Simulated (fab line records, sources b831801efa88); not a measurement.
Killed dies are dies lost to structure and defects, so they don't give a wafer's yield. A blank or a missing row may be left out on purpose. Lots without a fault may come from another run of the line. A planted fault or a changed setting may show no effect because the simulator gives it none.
fab line records | flow sky130
record lots=24 wafers=72 last_day=50
route steps=708 shown CONTACT@429 METAL1@436 VIA1@460 METAL2@487
lots that met no fault: from a run of the same line without faults
start_h: hours from the record's first day to the start of the lot's first wafer shown | wait_h: hours since the lot's step before | " the same as in the row above | L1.1+2: a row that stands for several wafers | - no value, or no start given | * or withheld: withheld | < > ~ a bound
route shown NAME@n: a module of which the file shows steps, and the number in the route of the first | usual: mean/standard deviation of fault-free wafers | same: alike in all rows | chamber/n: place in a boat | sites: the reading at each site | _std_site: their standard deviation | _edge_site: outer sites' mean less inner sites' | radius_mm: how far each site lies from the wafer's centre | mask NAME#n: copy n | behind: the tool/chamber that last shaped the wafer | hold: why the lot was held/for how many hours/how that ended | device: the transistor (n, p or np) that didn't switch | end of line: the same wafers' tests at the end of the route | a step without rows: its recipe alone | killed: dies lost to structure and defects at the first sort, not the wafer's yield | map: a wafer's dies, x killed, . not, _ none there
set.NAME: the setting as run; set.NAME@STEP: as run at that earlier step | model.NAME: the simulator's own value behind a step, which no gauge read
steps of the route over a sample of lots; a table a step, a row a wafer
services: from which hour (start_h, from the record's first day; less than 0 if before it) a tool's chamber was out of use, for how many hours, and why
## steps
# step SKY_CONTACT_SPUTTER_23
# recipe material=TiN target_thk_nm=20 chamber_pressure_pa=5 power_w=4000 time_s=80
# usual cathode_dc_power_W=4000.0/0.64 chamber_pressure_pa=5.000/0.0098 throttle_valve_pct=29.5/1.6
# columns lot.wafer tool chamber start_h wait_h cathode_dc_power_W chamber_pressure_pa throttle_valve_pct
L074.1 pvd_sputter-03 - 715.57 0.0 3999.4 5.011 31.0
L074.4 " - " " 4000.5 5.002 26.0
L074.6 " - " " 3999.5 4.995 30.5
L075.1 pvd_sputter-04 - 732.93 0.0 4000.7 4.994 30.1
L075.3 " - " " 4000.1 4.995 30.1
L075.5 " - " " 3999.7 4.996 28.2
L076.1 pvd_sputter-03 - 746.84 0.0 3999.9 5.020 29.6
L076.2 " - " " 4000.0 5.006 31.1
L076.4 " - " " 4000.6 5.019 26.3
L077.4 pvd_sputter-03 - 749.46 0.0 3999.6 4.992 30.6
L077.5 " - " " 3999.0 5.006 30.1
L077.6 " - " " 3999.9 5.013 26.4
L078.4 pvd_sputter-04 - 757.53 0.0 4000.0 5.002 30.0
L078.5 " - " " 3999.8 4.996 27.9
L078.6 " - " " 4000.4 4.996 30.2
L079.1 pvd_sputter-04 - 772.70 0.0 3999.3 4.993 30.4
L079.2 " - " " 3999.7 4.996 28.0
L079.6 " - " " 3999.6 4.986 27.9
L080.3 pvd_sputter-03 - 788.73 0.0 4000.7 4.999 31.1
L080.4 " - " " 3999.9 5.008 30.4
L080.5 " - " " 3999.4 5.003 26.0
L081.1 pvd_sputter-03 - 789.66 0.0 4000.6 4.989 30.5
L081.3 " - " " 3998.5 4.999 29.8
L081.5 " - " " 4000.5 4.993 26.5
L082.1 pvd_sputter-03 - 792.50 0.0 4000.4 5.014 29.8
L082.4 " - " " 3999.9 4.996 30.7
L082.5 " - " " 3999.4 5.010 26.1
L083.1 pvd_sputter-02 - 819.66 0.0 3999.2 5.007 30.4
L083.2 " - " " 4000.7 4.996 29.3
L083.4 " - " " 4000.6 5.011 30.0
L084.1 pvd_sputter-03 - 825.12 0.0 4000.7 4.994 30.4
L084.2 " - " " 4000.1 5.016 26.8
L084.4 " - " " 4001.2 5.014 29.8
L085.1 pvd_sputter-03 - 825.90 0.0 3998.8 4.999 30.5
L085.2 " - " " 3999.8 5.004 31.1
L085.3 " - " " 3999.2 4.995 26.2
L087.4 pvd_sputter-04 - 834.96 0.0 4000.1 4.994 30.0
L087.5 " - " " 3999.2 4.990 29.8
L087.6 " - " " 3999.8 5.004 28.0
L086.2 pvd_sputter-04 - 839.34 0.0 3999.6 5.005 30.6
L086.4 " - " " 4000.4 4.997 29.8
L086.6 " - " " 4000.8 4.996 29.9
L088.2 pvd_sputter-04 - 840.74 0.0 3999.1 4.988 29.9
L088.3 " - " " 4000.0 5.023 30.6
L088.4 " - " " 3999.7 5.001 29.9
L089.1 pvd_sputter-03 - 851.48 0.0 4000.0 5.008 30.0
L089.3 " - " " 3999.6 4.999 26.4
L089.4 " - " " 3999.7 4.994 31.0
L090.1 pvd_sputter-03 - 859.36 0.0 3999.2 5.001 29.8
L090.4 " - " " 3999.8 5.009 31.4
L090.6 " - " " 4000.5 4.985 26.2
L091.3 pvd_sputter-03 - 871.90 0.0 3999.2 5.005 26.4
L091.5 " - " " 4000.1 4.981 30.7
L091.6 " - " " 3999.7 4.999 30.6
L092.1 pvd_sputter-02 - 879.53 0.0 4000.0 4.988 29.3
L092.3 " - " " 4001.0 5.015 30.7
L092.6 " - " " 3999.2 5.012 29.4
L093.1 pvd_sputter-02 - 881.77 0.0 4000.5 5.017 29.7
L093.4 " - " " 4000.3 4.999 29.4
L093.5 " - " " 4000.5 5.011 29.9
L094.1 pvd_sputter-03 - 887.44 0.0 4000.4 4.986 26.4
L094.2 " - " " 4001.2 5.016 30.3
L094.3 " - " " 3999.0 5.005 29.6
L095.2 pvd_sputter-03 - 895.22 0.0 4000.0 4.993 29.7
L095.3 " - " " 4001.3 4.996 30.4
L095.4 " - " " 3999.2 4.993 31.0
L096.1 pvd_sputter-03 - 902.46 0.0 4000.3 4.996 30.9
L096.5 " - " " 3999.8 5.002 30.6
L096.6 " - " " 4000.5 4.998 26.2
L097.1 pvd_sputter-02 - 911.26 0.0 3999.9 4.995 30.9
L097.4 " - " " 4000.6 5.001 29.4
L097.6 " - " " 4000.3 4.999 30.0
# step SKY_METAL1_SPUTTER_02
# recipe material=AlCu target_thk_nm=250 power_w=10600 time_s=13.3 chamber_pressure_pa=0.4
# usual cathode_dc_power_W=10600/1.8 chamber_pressure_pa=0.3999/0.00078 throttle_valve_pct=30.0/0.99
# columns lot.wafer tool chamber start_h wait_h cathode_dc_power_W chamber_pressure_pa throttle_valve_pct
L074.1 pvd_sputter-04 - 716.27 0.0 10601 0.3998 30.2
L074.4 " - " " 10597 0.3993 30.0
L074.6 " - " " 10602 0.4000 28.3
L075.1 pvd_sputter-02 - 733.63 0.0 10599 0.3989 29.3
L075.3 " - " " 10601 0.3991 30.8
L075.5 " - " " 10599 0.3981 30.7
L076.1 pvd_sputter-01 - 747.54 0.0 10600 0.3993 29.1
L076.2 " - " " 10597 0.4000 29.7
L076.4 " - " " 10599 0.3994 31.6
L077.4 pvd_sputter-04 - 750.16 0.0 10602 0.4012 29.9
L077.5 " - " " 10600 0.3999 28.1
L077.6 " - " " 10600 0.3993 30.3
L078.4 pvd_sputter-04 - 758.23 0.0 10602 0.3989 30.4
L078.5 " - " " 10600 0.4002 27.6
L078.6 " - " " 10600 0.4007 29.9
L079.1 pvd_sputter-01 - 773.40 0.0 10601 0.3982 28.9
L079.2 " - " " 10598 0.3997 31.1
L079.6 " - " " 10601 0.3998 31.2
L080.3 pvd_sputter-04 - 789.43 0.0 10594 0.4008 30.4
L080.4 " - " " 10600 0.3990 30.2
L080.5 " - " " 10602 0.4001 28.2
L081.1 pvd_sputter-02 - 790.36 0.0 10598 0.3990 30.1
L081.3 " - " " 10600 0.4004 30.9
L081.5 " - " " 10603 0.4001 31.1
L082.1 pvd_sputter-04 - 793.19 0.0 10601 0.3990 30.3
L082.4 " - " " 10597 0.4010 30.2
L082.5 " - " " 10599 0.4003 30.1
L083.1 pvd_sputter-01 - 820.36 0.0 10600 0.3994 30.9
L083.2 " - " " 10602 0.4002 29.2
L083.4 " - " " 10602 0.4000 29.8
L084.1 pvd_sputter-01 - 825.82 0.0 10599 0.4006 29.0
L084.2 " - " " 10599 0.4014 31.4
L084.4 " - " " 10601 0.3987 29.9
L085.1 pvd_sputter-04 - 826.60 0.0 10601 0.3994 29.9
L085.2 " - " " 10601 0.3999 29.9
L085.3 " - " " 10599 0.4011 30.6
L087.4 pvd_sputter-02 - 835.66 0.0 10599 0.3993 31.1
L087.5 " - " " 10600 0.4005 30.4
L087.6 " - " " 10599 0.4005 30.0
L086.2 pvd_sputter-02 - 840.27 0.0 10602 0.3997 30.4
L086.4 " - " " 10598 0.4004 29.2
L086.6 " - " " 10601 0.4009 29.1
L088.2 pvd_sputter-01 - 841.44 0.0 10599 0.4003 29.7
L088.3 " - " " 10601 0.3991 31.1
L088.4 " - " " 10604 0.4003 29.4
L089.1 pvd_sputter-01 - 852.18 0.0 10600 0.3994 31.0
L089.3 " - " " 10601 0.4003 29.7
L089.4 " - " " 10599 0.3990 28.9
L090.1 pvd_sputter-04 - 860.06 0.0 10601 0.4003 30.5
L090.4 " - " " 10600 0.3996 30.2
L090.6 " - " " 10601 0.3986 28.1
L091.3 pvd_sputter-01 - 872.60 0.0 10601 0.4002 30.9
L091.5 " - " " 10600 0.4006 31.0
L091.6 " - " " 10598 0.3996 30.0
L092.1 pvd_sputter-04 - 880.23 0.0 10600 0.4007 27.6
L092.3 " - " " 10598 0.3994 30.2
L092.6 " - " " 10599 0.4007 28.1
L093.1 pvd_sputter-04 - 882.47 0.0 10600 0.3991 30.1
L093.4 " - " " 10601 0.4020 29.9
L093.5 " - " " 10603 0.4012 30.0
L094.1 pvd_sputter-02 - 888.14 0.0 10599 0.4002 30.6
L094.2 " - " " 10598 0.4005 30.8
L094.3 " - " " 10600 0.3998 29.3
L095.2 pvd_sputter-02 - 895.92 0.0 10598 0.4007 29.4
L095.3 " - " " 10602 0.3999 30.4
L095.4 " - " " 10602 0.3997 31.0
L096.1 pvd_sputter-02 - 903.16 0.0 10603 0.3991 29.4
L096.5 " - " " 10600 0.4006 29.3
L096.6 " - " " 10601 0.3997 30.8
L097.1 pvd_sputter-04 - 911.96 0.0 10597 0.4000 30.2
L097.4 " - " " 10602 0.4003 30.6
L097.6 " - " " 10603 0.3988 30.3
# step SKY_VIA1_CMP_02
# recipe material=SiO2 down_force_psi=4 platen_rpm=60 pad_velocity_m_s=0.94248
# usual head_pressure_psi=4.000/0.0084 motor_current_A=12.6/1.3
# columns lot.wafer tool chamber start_h wait_h head_pressure_psi motor_current_A
L074.4 cmp-01 0 745.95 0.1 3.996 11.5
L074.1 " 1 " " 3.998 11.3
L074.6 " 3 " " 3.989 13.2
L075.3 cmp-01 3 763.37 0.0 3.994 14.1
L075.1 " 1 " " 4.010 11.5
L075.5 " 3 " " 4.017 12.6
L076.4 cmp-01 2 777.12 0.0 3.999 14.4
L076.2 " 3 " " 4.004 12.8
L076.1 " 1 " " 3.996 11.5
L077.4 cmp-01 2 778.59 0.1 3.996 14.8
L077.6 " 0 " " 4.014 10.9
L077.5 " 1 " " 4.002 11.0
L078.4 cmp-01 1 786.58 0.1 3.987 11.7
L078.6 " 0 " " 4.007 12.1
L078.5 " 1 " " 4.000 11.1
L079.2 cmp-01 1 802.40 0.0 4.002 11.9
L079.1 " 3 " " 3.993 13.5
L079.6 " 1 " " 4.002 11.3
L080.3 cmp-01 3 817.84 0.0 4.006 13.9
L080.4 " 1 " " 3.995 11.4
L080.5 " 3 " " 3.997 13.0
L081.1 cmp-02 3 819.64 0.1 4.015 14.5
L081.3 " 1 " " 3.996 11.3
L081.5 " 3 " " 4.009 14.6
L082.4 cmp-02 2 822.33 0.1 3.994 12.8
L082.1 " 3 " " 4.010 14.4
L082.5 " 0 " " 3.998 12.5
L083.4 cmp-02 2 849.54 0.0 4.003 12.5
L083.2 " 3 " " 3.993 13.7
L083.1 " 1 " " 4.005 11.5
L084.1 cmp-01 0 855.15 0.1 4.002 12.0
L084.2 " 1 " " 4.003 11.8
L084.4 " 2 " " 3.996 14.4
L085.2 cmp-02 3 856.37 0.1 4.002 13.2
L085.1 " 0 " " 4.002 12.6
L085.3 " 1 " " 3.984 11.0
L087.4 cmp-02 1 865.23 0.1 3.995 11.1
L087.6 " 0 " " 4.005 12.2
L087.5 " 1 " " 3.993 11.9
L086.2 cmp-02 3 870.53 0.0 4.000 14.2
L086.4 " 0 " " 4.011 13.1
L086.6 " 0 " " 4.007 13.0
L088.3 cmp-01 0 870.83 0.1 3.993 11.8
L088.4 " 1 " " 4.012 10.8
L088.2 " 2 " " 3.997 15.0
L089.1 cmp-01 0 881.08 0.1 4.006 11.8
L089.3 " 1 " " 3.997 11.0
L089.4 " 2 " " 4.000 14.4
L090.4 cmp-02 0 888.82 0.1 4.005 12.9
L090.1 " 1 " " 4.003 11.4
L090.6 " 3 " " 4.012 13.7
L091.3 cmp-01 3 900.39 0.1 4.003 13.4
L091.5 " 1 " " 4.006 11.1
L091.6 " 2 " " 3.999 15.1
L092.3 cmp-01 1 907.54 0.1 4.004 11.4
L092.1 " 3 " " 3.978 12.9
L092.6 " 1 " " 4.008 11.2
L093.4 cmp-01 0 909.30 0.1 3.984 11.8
L093.1 " 2 " " 4.000 15.3
L093.5 " 1 " " 4.002 11.2
L094.2 cmp-02 2 914.58 0.0 3.998 12.4
L094.1 " 3 " " 4.005 14.7
L094.3 " 0 " " 4.007 11.9
L095.2 cmp-02 2 921.39 0.1 4.006 12.2
L095.4 " 3 " " 4.002 14.2
L095.3 " 0 " " 3.997 13.0
L096.1 cmp-02 1 929.72 0.1 3.990 11.5
L096.5 " 0 " " 3.984 13.4
L096.6 " 1 " " 3.992 11.5
L097.4 cmp-01 1 938.00 0.1 4.018 11.6
L097.1 " 2 " " 3.998 14.6
L097.6 " 1 " " 3.999 12.3
# step SKY_VIA1_CD_MEAS_12
# recipe target_cd_nm=150
# usual cd_nm=149.8/1.7
# columns lot.wafer tool chamber start_h wait_h cd_nm
L074.1 cd_sem-01 - 773.68 - 147.4
L074.4 " - " " 149.2
L074.6 " - " " 148.5
L075.1 cd_sem-01 - 790.42 - 149.3
L075.3 " - " " 148.9
L075.5 " - " " 149.7
L076.1 cd_sem-02 - 804.38 - 150.3
L076.2 " - " " 149.8
L076.4 " - " " 149.8
L077.4 cd_sem-01 - 806.38 - 151.1
L077.5 " - " " 150.2
L077.6 " - " " 149.4
L078.4 cd_sem-02 - 813.89 - 150.3
L078.5 " - " " 149.7
L078.6 " - " " 149.7
L079.1 cd_sem-01 - 830.02 - 153.1
L079.2 " - " " 152.1
L079.6 " - " " 151.4
L080.3 cd_sem-01 - 846.28 - 149.9
L080.4 " - " " 150.8
L080.5 " - " " 152.0
L081.1 cd_sem-02 - 847.57 - 148.4
L081.3 " - " " 147.3
L081.5 " - " " 146.8
L082.1 cd_sem-02 - 850.78 - 149.4
L082.4 " - " " 149.7
L082.5 " - " " 150.1
L083.1 cd_sem-01 - 878.22 - 152.2
L083.2 " - " " 152.4
L083.4 " - " " 152.4
L084.1 cd_sem-02 - 883.39 - 149.7
L084.2 " - " " 149.9
L084.4 " - " " 148.9
L085.1 cd_sem-01 - 883.93 - 150.0
L085.2 " - " " 151.8
L085.3 " - " " 151.4
L087.4 cd_sem-01 - 892.33 - 150.8
L087.5 " - " " 151.2
L087.6 " - " " 149.5
L086.2 cd_sem-02 - 896.95 - 151.2
L086.4 " - " " 150.5
L086.6 " - " " 149.4
L088.2 cd_sem-01 - 897.30 - 149.0
L088.3 " - " " 149.5
L088.4 " - " " 147.9
L089.1 cd_sem-02 - 906.69 - 148.3
L089.3 " - " " 148.5
L089.4 " - " " 147.4
L090.1 cd_sem-02 - 914.34 - 151.1
L090.4 " - " " 150.0
L090.6 " - " " 149.3
L091.3 cd_sem-01 - 926.31 - 154.2
L091.5 " - " " 151.5
L091.6 " - " " 151.9
L092.1 cd_sem-01 - 932.49 - 147.2
L092.3 " - " " 147.2
L092.6 " - " " 148.3
L093.1 cd_sem-01 - 934.02 - 152.2
L093.4 " - " " 151.6
L093.5 " - " " 150.0
L094.1 cd_sem-01 - 939.28 - 147.4
L094.2 " - " " 148.1
L094.3 " - " " 146.6
L095.2 cd_sem-01 - 946.50 - 149.0
L095.3 " - " " 148.7
L095.4 " - " " 149.8
L096.1 cd_sem-02 - 954.08 - 150.3
L096.5 " - " " 149.9
L096.6 " - " " 149.7
L097.1 cd_sem-02 - 962.52 - 147.2
L097.4 " - " " 148.0
L097.6 " - " " 146.6
# step SKY_VIA1_OVL_MEAS_13
# usual VIA1_OVL=1/6
# columns lot.wafer tool chamber start_h wait_h VIA1_OVL[nm]
L074.1 overlay-01 - 773.80 0.1 0
L074.4 " - " " 5
L074.6 " - " " 4
L075.1 overlay-01 - 790.54 0.1 4
L075.3 " - " " 5
L075.5 " - " " 2
L076.1 overlay-01 - 804.50 0.1 -6
L076.2 " - " " -8
L076.4 " - " " -4
L077.4 overlay-01 - 806.46 0.1 6
L077.5 " - " " 2
L077.6 " - " " 8
L078.4 overlay-02 - 813.97 0.1 -3
L078.5 " - " " -4
L078.6 " - " " -7
L079.1 overlay-02 - 830.14 0.1 -4
L079.2 " - " " -6
L079.6 " - " " -13
L080.3 overlay-02 - 846.37 0.1 2
L080.4 " - " " 5
L080.5 " - " " 13
L081.1 overlay-02 - 847.69 0.1 -9
L081.3 " - " " -2
L081.5 " - " " -4
L082.1 overlay-01 - 850.90 0.1 -2
L082.4 " - " " 2
L082.5 " - " " 5
L083.1 overlay-02 - 878.34 0.1 0
L083.2 " - " " -9
L083.4 " - " " -7
L084.1 overlay-02 - 883.51 0.1 1
L084.2 " - " " 3
L084.4 " - " " 0
L085.1 overlay-01 - 884.05 0.1 14
L085.2 " - " " 8
L085.3 " - " " 7
L087.4 overlay-02 - 892.41 0.1 2
L087.5 " - " " 5
L087.6 " - " " -1
L086.2 overlay-01 - 897.06 0.1 9
L086.4 " - " " 7
L086.6 " - " " 4
L088.2 overlay-02 - 897.41 0.1 -7
L088.3 " - " " 2
L088.4 " - " " -7
L089.1 overlay-02 - 906.81 0.1 -6
L089.3 " - " " -5
L089.4 " - " " 2
L090.1 overlay-02 - 914.46 0.1 2
L090.4 " - " " 8
L090.6 " - " " 4
L091.3 overlay-02 - 926.40 0.1 0
L091.5 " - " " 1
L091.6 " - " " 6
L092.1 overlay-02 - 932.61 0.1 4
L092.3 " - " " 2
L092.6 " - " " 3
L093.1 overlay-02 - 934.14 0.1 -2
L093.4 " - " " 9
L093.5 " - " " 2
L094.1 overlay-01 - 939.40 0.1 9
L094.2 " - " " 14
L094.3 " - " " 15
L095.2 overlay-02 - 946.61 0.1 0
L095.3 " - " " 4
L095.4 " - " " 4
L096.1 overlay-01 - 954.20 0.1 -2
L096.5 " - " " -2
L096.6 " - " " -5
L097.1 overlay-01 - 962.64 0.1 -1
L097.4 " - " " 6
L097.6 " - " " 4
# step SKY_METAL2_SPUTTER_04
# recipe material=TiN target_thk_nm=70 power_w=6500 time_s=58.3 chamber_pressure_pa=0.4
# usual cathode_dc_power_W=6499.9/1.1 chamber_pressure_pa=0.4000/0.0008 throttle_valve_pct=30.1/1.2
# columns lot.wafer tool chamber start_h wait_h cathode_dc_power_W chamber_pressure_pa throttle_valve_pct
L074.1 pvd_sputter-02 - 775.24 0.0 6501.3 0.4007 30.4
L074.4 " - " " 6497.7 0.4000 31.0
L074.6 " - " " 6501.3 0.4001 30.4
L075.1 pvd_sputter-02 - 791.98 0.0 6501.2 0.4005 29.4
L075.3 " - " " 6500.9 0.4004 30.7
L075.5 " - " " 6498.2 0.3996 30.1
L076.1 pvd_sputter-02 - 805.98 0.0 6498.8 0.3998 30.6
L076.2 " - " " 6500.7 0.4000 30.0
L076.4 " - " " 6500.3 0.4000 31.0
L077.4 pvd_sputter-03 - 807.89 0.0 6499.8 0.3997 29.8
L077.5 " - " " 6500.3 0.4001 31.4
L077.6 " - " " 6498.7 0.3999 29.7
L078.4 pvd_sputter-02 - 815.42 0.0 6500.7 0.3983 30.1
L078.5 " - " " 6499.8 0.3992 29.2
L078.6 " - " " 6498.2 0.4009 31.1
L079.1 pvd_sputter-02 - 831.67 0.0 6501.2 0.3991 30.4
L079.2 " - " " 6499.9 0.3999 29.8
L079.6 " - " " 6500.2 0.3999 30.9
L080.3 pvd_sputter-02 - 847.85 0.0 6499.2 0.3997 30.1
L080.4 " - " " 6502.5 0.3993 29.1
L080.5 " - " " 6500.2 0.4014 29.8
L081.1 pvd_sputter-03 - 849.19 0.0 6500.8 0.3997 29.4
L081.3 " - " " 6501.6 0.3994 31.0
L081.5 " - " " 6500.6 0.4000 30.6
L082.1 pvd_sputter-03 - 852.52 0.0 6500.9 0.4005 30.8
L082.4 " - " " 6500.4 0.4003 29.9
L082.5 " - " " 6498.3 0.3994 30.4
L083.1 pvd_sputter-01 - 879.91 0.0 6500.3 0.4008 31.1
L083.2 " - " " 6498.8 0.3993 29.1
L083.4 " - " " 6499.9 0.4005 29.9
L084.1 pvd_sputter-02 - 884.96 0.0 6497.4 0.3986 29.9
L084.2 " - " " 6499.8 0.3988 29.0
L084.4 " - " " 6499.8 0.3999 30.4
L085.1 pvd_sputter-01 - 885.53 0.0 6498.1 0.4003 30.0
L085.2 " - " " 6501.5 0.3997 31.1
L085.3 " - " " 6499.9 0.3998 31.8
L087.4 pvd_sputter-01 - 893.92 0.0 6499.6 0.4019 29.0
L087.5 " - " " 6499.2 0.4015 28.8
L087.6 " - " " 6499.3 0.4002 29.8
L086.2 pvd_sputter-03 - 898.55 0.0 6500.1 0.3970 30.4
L086.4 " - " " 6501.2 0.4017 30.9
L086.6 " - " " 6499.9 0.3999 29.6
L088.2 pvd_sputter-02 - 898.85 0.0 6499.0 0.4013 30.6
L088.3 " - " " 6499.5 0.4001 29.2
L088.4 " - " " 6501.0 0.3999 29.8
L089.1 pvd_sputter-02 - 909.39 0.0 6499.6 0.4007 29.4
L089.3 " - " " 6501.2 0.4017 31.0
L089.4 " - " " 6498.0 0.3997 30.0
L090.1 pvd_sputter-01 - 916.20 0.0 6500.4 0.3991 31.7
L090.4 " - " " 6498.9 0.3982 31.2
L090.6 " - " " 6500.8 0.4003 28.9
L091.3 pvd_sputter-02 - 927.83 0.0 6500.8 0.3999 31.1
L091.5 " - " " 6501.3 0.3995 31.1
L091.6 " - " " 6501.5 0.4001 29.4
L092.1 pvd_sputter-01 - 934.09 0.0 6500.0 0.4001 31.7
L092.3 " - " " 6499.8 0.3996 31.2
L092.6 " - " " 6498.7 0.3993 29.3
L093.1 pvd_sputter-02 - 935.66 0.0 6498.4 0.3987 29.1
L093.4 " - " " 6498.8 0.4005 30.7
L093.5 " - " " 6499.4 0.4004 31.1
L094.1 pvd_sputter-03 - 940.84 0.0 6500.0 0.4002 31.1
L094.2 " - " " 6499.2 0.4007 30.1
L094.3 " - " " 6500.9 0.4009 29.7
L095.2 pvd_sputter-01 - 948.04 0.0 6500.5 0.4007 31.8
L095.3 " - " " 6500.4 0.4005 29.7
L095.4 " - " " 6500.1 0.3998 31.1
L096.1 pvd_sputter-01 - 955.68 0.0 6498.6 0.3998 29.2
L096.5 " - " " 6500.0 0.4005 31.8
L096.6 " - " " 6498.8 0.4009 29.8
L097.1 pvd_sputter-01 - 964.09 0.0 6501.6 0.3987 29.9
L097.4 " - " " 6502.0 0.4002 29.0
L097.6 " - " " 6501.8 0.3989 29.9
## services
# columns tool chamber start_h hours kind
cmp-01 - 708.68 1.6 repair
cmp-01 - 711.25 8.9 repair
cmp-02 - 714.11 1.1 repair
pvd_sputter-02 - 720.17 3.7 repair
cmp-01 - 732.15 0.6 repair
pvd_sputter-03 - 736.56 9.0 repair
pvd_sputter-04 - 741.28 2.0 repair
cmp-02 - 744.00 4.0 pm
pvd_sputter-02 - 748.89 26.0 repair
pvd_sputter-02 - 753.30 1.8 repair
pvd_sputter-03 - 781.78 2.3 repair
cmp-02 - 801.70 16.7 pm
pvd_sputter-02 - 820.24 9.1 repair
pvd_sputter-01 - 828.92 1.6 repair
pvd_sputter-01 - 838.44 1.7 repair
cmp-01 - 839.14 13.2 repair
pvd_sputter-03 - 856.70 2.2 repair
pvd_sputter-02 - 869.68 1.7 repair
pvd_sputter-02 - 911.63 2.6 repair
cmp-01 - 912.00 4.0 pm
cmp-01 - 916.00 5.4 pm
pvd_sputter-01 - 927.11 4.4 repair
pvd_sputter-02 - 939.71 6.3 repair
pvd_sputter-03 - 961.74 3.9 repair
## key
fault none
